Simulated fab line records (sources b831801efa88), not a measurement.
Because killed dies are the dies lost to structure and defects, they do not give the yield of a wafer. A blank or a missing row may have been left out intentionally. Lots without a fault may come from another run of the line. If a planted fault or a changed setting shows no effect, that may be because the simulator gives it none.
What tool caused it? -- flow sky130 -- Sampling: 10 lots, 29 wafers, 3 of 708 route steps

WHAT THE GAUGES SHOWED, per wafer
SKY_LOCAL_INTERCONNECT_RS_MEAS_01: a four-point-probe measurement.
lot,measured,on,LOCAL_INTERCONNECT_TIN_RS (ohm/sq)
L703,day 29 19:05,film-metro-04,14.31 14.36 14.49
L704,day 30 06:23,film-metro-02,14.00 13.98 13.93
L705,day 30 12:46,film-metro-01,13.76 13.82 13.87
L714,day 33 17:25,film-metro-02,16.07 14.22 16.02
L715,day 34 02:48,film-metro-02,13.95 15.88
L718,day 35 08:24,film-metro-01,13.91 14.08 13.91
L720,day 35 15:57,film-metro-01,14.01 14.14 14.04
L719,day 35 19:53,film-metro-02,14.12 14.09 14.25
L722,day 36 01:12,film-metro-01,14.00 13.92 13.95
L724,day 36 14:09,film-metro-02,14.18 13.92 14.01

TOOL THAT RAN EACH LOT (tool first, then ch and the chambers of the sampled wafers, then the start)
lot,SKY_LI_CONTACT_ETCH_15,SKY_LOCAL_INTERCONNECT_SPUTTER_00
L703,"rie-diel-04 ch 0,2, day 29 17:54","pvd-sputter-04, day 29 19:01"
L704,"rie-diel-01 ch 0,2,3, day 30 05:12","pvd-sputter-04, day 30 06:19"
L705,"rie-diel-04 ch 1,3, day 30 11:34","pvd-sputter-01, day 30 12:41"
L714,"rie-diel-03 ch 1,2,3, day 33 16:12","pvd-sputter-04, day 33 17:20"
L715,"rie-diel-01 ch 1,2, day 34 01:37","pvd-sputter-04, day 34 02:44"
L718,"rie-diel-04 ch 1,2,3, day 35 07:13","pvd-sputter-01, day 35 08:20"
L720,"rie-diel-01 ch 0,1, day 35 14:46","pvd-sputter-01, day 35 15:53"
L719,"rie-diel-01 ch 0,3, day 35 18:40","pvd-sputter-01, day 35 19:47"
L722,"rie-diel-01 ch 2,3, day 35 23:57","pvd-sputter-01, day 36 01:04"
L724,"rie-diel-01 ch 0,2,3, day 36 12:58","pvd-sputter-01, day 36 14:05"
- SKY_LI_CONTACT_ETCH_15: etches PSG in C4F8/O2/Ar, stops on Si, target depth 600 nm.
- SKY_LOCAL_INTERCONNECT_SPUTTER_00: material TiN, target thk 100 nm, time 83.3 s.

THE ANSWER, worked out from the rows above alone
Rule: the usual values come from the lots themselves. Put in order of their means at a reading, lots are off if they are a third of the lots or fewer, leave a main group of 4 or more, and stand apart from it by a gap of 3 or more times the standard deviation of the main group's means; of several such gaps the widest counts. If all means in a main group match to the digits the tables above print for the reading, that group is not used. Also off: a lot with no number at a reading for which 4 or more lots have one. Where the step has rows for the other lots, those lots are counted as sound.
Off: L714, L715, seen at SKY_LOCAL_INTERCONNECT_RS_MEAS_01 (LOCAL_INTERCONNECT_TIN_RS). Main group: mean 14.04 ohm/sq, sd 0.16.
A tool fits if, at a process step before that reading, it ran every lot that is off, and no sound lot after the first of them. The gauges at SKY_LOCAL_INTERCONNECT_RS_MEAS_01 are tried like those tools. One fits: SKY_LOCAL_INTERCONNECT_SPUTTER_00 on pvd-sputter-04. Its last sound lot is L704 (day 30 06:19), its first lot that is off L714 (day 33 17:20): a fault that began between those two fits.

WHAT THE SIMULATOR PUT IN
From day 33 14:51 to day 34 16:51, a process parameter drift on pvd-sputter-04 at SKY_LOCAL_INTERCONNECT_SPUTTER_00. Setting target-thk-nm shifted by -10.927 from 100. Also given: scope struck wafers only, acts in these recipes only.
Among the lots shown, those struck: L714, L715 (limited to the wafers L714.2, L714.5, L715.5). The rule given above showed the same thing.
